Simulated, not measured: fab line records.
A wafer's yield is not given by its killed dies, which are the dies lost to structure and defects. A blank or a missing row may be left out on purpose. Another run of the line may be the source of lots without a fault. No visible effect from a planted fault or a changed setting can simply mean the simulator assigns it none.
A lot that was struck, set against a sound lot -- flow sky130 -- 35 steps out of a route of 708
Sound: the wafers L429.2, L429.5, L429.6. The struck wafers were L432.2, L432.3, L432.4. The cause comes at the end.
For every step that has rows: the tool of each side, followed by ch and its chambers, followed by its first start. Under that, the readings that differ: sound wafers -- struck wafers -- difference of the means -- sigmas: that difference in standard deviations of wafers without a fault.
alike: readings with means less than 2 such deviations apart, plus words and numbers identical on both sides. not compared: withheld readings, readings lacking a value on some wafer, bounds such as >300 that could conceal the same value, and numbers that have no deviation in the record and whose values overlap.
Wherever a step has rows on one side only, a row that says differs or no value, or a row with sigmas, the two part there. When numbers do not overlap yet have no deviation, they are printed without sigmas and do not part them. A reading that every wafer of one side lacks parts them only if that side has two wafers or more.

first, 8 steps without rows for these wafers: SKY_NWELL_IMPLANT_24; SKY_NWELL_STRIP_25 (strips in O2/N2); SKY_NWELL_CLEAN_27 (cleans in SC1/SC2, time 150 s); SKY_NWELL_RTA_28 (time 30 s); SKY_VT_ADJUST_HVTP_DEHYDRATE_00 (time 60 s); SKY_VT_ADJUST_HVTP_HMDS_01 (prime time 60 s); SKY_VT_ADJUST_HVTP_COAT_02 (resist thk 1140 nm); SKY_VT_ADJUST_HVTP_SOFTBAKE_03 (time 60 s).
SKY_VT_ADJUST_HVTP_EXPOSE_04: exposes mask HVTPM, target cd 380 nm.
  sound on iline stepper-01 ch 0, day 8 00:49; struck on iline stepper-02 ch 0, day 8 18:04
reading,sound,struck,difference,sigmas
model.VT_ADJUST_HVTP.overlay x nm (nm),0.2442 0.2442 0.2442,-113.7 -113.7 -113.7,-113.9,
  alike: mask, exposure dose mJ cm2
then, 2 steps without rows for these wafers: SKY_VT_ADJUST_HVTP_PEB_05; SKY_VT_ADJUST_HVTP_DEVELOP_06 (develop time 60 s).
SKY_VT_ADJUST_HVTP_OVL_MEAS_08:
  struck on overlay-02, day 9 04:34; sound on overlay-02, day 8 10:46
reading,sound,struck,difference,sigmas
VT_ADJUST_HVTP_OVL (nm),-0.6 1.5 0.4,-114.1 -114.1 -114.8,-114.8,-88
then, 20 steps without rows for these wafers: SKY_VT_ADJUST_HVTP_IMPLANT_09; SKY_VT_ADJUST_HVTP_STRIP_10 (strips in O2/N2); SKY_VT_ADJUST_LVTN_DEHYDRATE_00 (time 60 s); SKY_VT_ADJUST_LVTN_HMDS_01 (prime time 60 s); SKY_VT_ADJUST_LVTN_COAT_02 (resist thk 3000 nm); SKY_VT_ADJUST_LVTN_SOFTBAKE_03; SKY_VT_ADJUST_LVTN_EXPOSE_04 (exposes mask NWM COMPLEMENT LESS NATIVE, target cd 840 nm); SKY_VT_ADJUST_LVTN_PEB_05; SKY_VT_ADJUST_LVTN_DEVELOP_06 (develop time 60 s); SKY_VT_ADJUST_LVTN_IMPLANT_08; SKY_VT_ADJUST_LVTN_STRIP_09 (strips in O2/N2); SKY_VT_ADJUST_LVTN_DEHYDRATE_11 (time 60 s); SKY_VT_ADJUST_LVTN_HMDS_12 (prime time 60 s); SKY_VT_ADJUST_LVTN_COAT_13 (resist thk 1140 nm); SKY_VT_ADJUST_LVTN_SOFTBAKE_14 (time 60 s); SKY_VT_ADJUST_LVTN_EXPOSE_15 (exposes mask HVN STD DERIVED, target cd 600 nm); SKY_VT_ADJUST_LVTN_PEB_16; SKY_VT_ADJUST_LVTN_DEVELOP_17 (develop time 60 s); SKY_VT_ADJUST_LVTN_IMPLANT_19; SKY_VT_ADJUST_LVTN_STRIP_20 (strips in O2/N2).
-- record jumps: 24 days separate the struck wafers' starts on either side; left off in module VT_ADJUST_LVTN, taken up again in module LI_CONTACT, whose first shown step is the route's number 376 --
SKY_LI_CONTACT_ETCH_14: etches BARC in N2/H2, stops on SiO2, time 45.9 s, target depth 60 nm.
  sound on rie diel-04 ch 0,1,3, day 32 09:35; struck on rie diel-02 ch 1,2,3, day 33 08:05
reading,sound,struck,difference,sigmas
model.LI_CONTACT.cd nm (nm),168.8 171.2 170.6,179.1 180 177.6,+8.7,
  alike: drypump motor current A, oes product au, throttle valve pct
  not compared: rf hours counter h
SKY_LI_CONTACT_ETCH_15: etches PSG in C4F8/O2/Ar, stops on Si, target depth 600 nm.
  sound on rie diel-04 ch 0,1,3, day 32 09:38; struck on rie diel-02 ch 1,2,3, day 33 08:08
reading,sound,struck,difference,sigmas
model.LI_CONTACT.cd nm (nm),168.5 171 170.7,178.9 180.1 177.8,+8.9,
  alike: oes product au
-- record jumps: 15 days separate the struck wafers' starts on either side; left off in module LI_CONTACT, taken up again in module PAD_OPEN, whose first shown step is the route's number 708 --
SKY_PAD_OPEN_PROBE_99:
  struck on prober-02, day 48 15:49; sound on prober-01, day 48 04:04
reading,sound,struck,difference,sigmas
model.etest.sram pfet latch.drive ua um,139.8 145.2 146.1,179.2 165.9 166.5,+26.8,
model.etest.pfet_01v8_hvt.drive ua um,145.8 146.1 144.7,161.9 153.2 160,+12.8,
model.etest.licon high po.rc ohm,346.7 365.7 347.7,330.9 319 340.1,-23.4,
model.etest.licon ndiff.rc ohm,184.4 178.2 179.7,166.9 163.8 172.4,-13.1,
model.etest.licon poly.rc ohm,155.6 154.4 152.1,139.7 138.2 144.2,-13.3,
model.etest.sram pfet latch.off log10 a um,-12.93 -12.9 -12.86,-10.82 -11.43 -11.28,+1.72,
model.etest.pfet_01v8_hvt.off log10 a um,-13.06 -13.12 -13.1,-12.21 -12.3 -12.22,+0.85,
  alike: killed_at_M0_to_M3, killed_at_M4_up, killed at contacts, killed at front end, killed at other, killed dies, killed open, killed short
  not compared: model.etest.licon pdiff.rc ohm

WHERE THEY PART
Within this record, at SKY_VT_ADJUST_HVTP_OVL_MEAS_08 only. Later steps at which nothing parts them and some readings are alike: SKY_LI_CONTACT_ETCH_14, SKY_LI_CONTACT_ETCH_15, SKY_PAD_OPEN_PROBE_99.

WHY: what the simulator had put in
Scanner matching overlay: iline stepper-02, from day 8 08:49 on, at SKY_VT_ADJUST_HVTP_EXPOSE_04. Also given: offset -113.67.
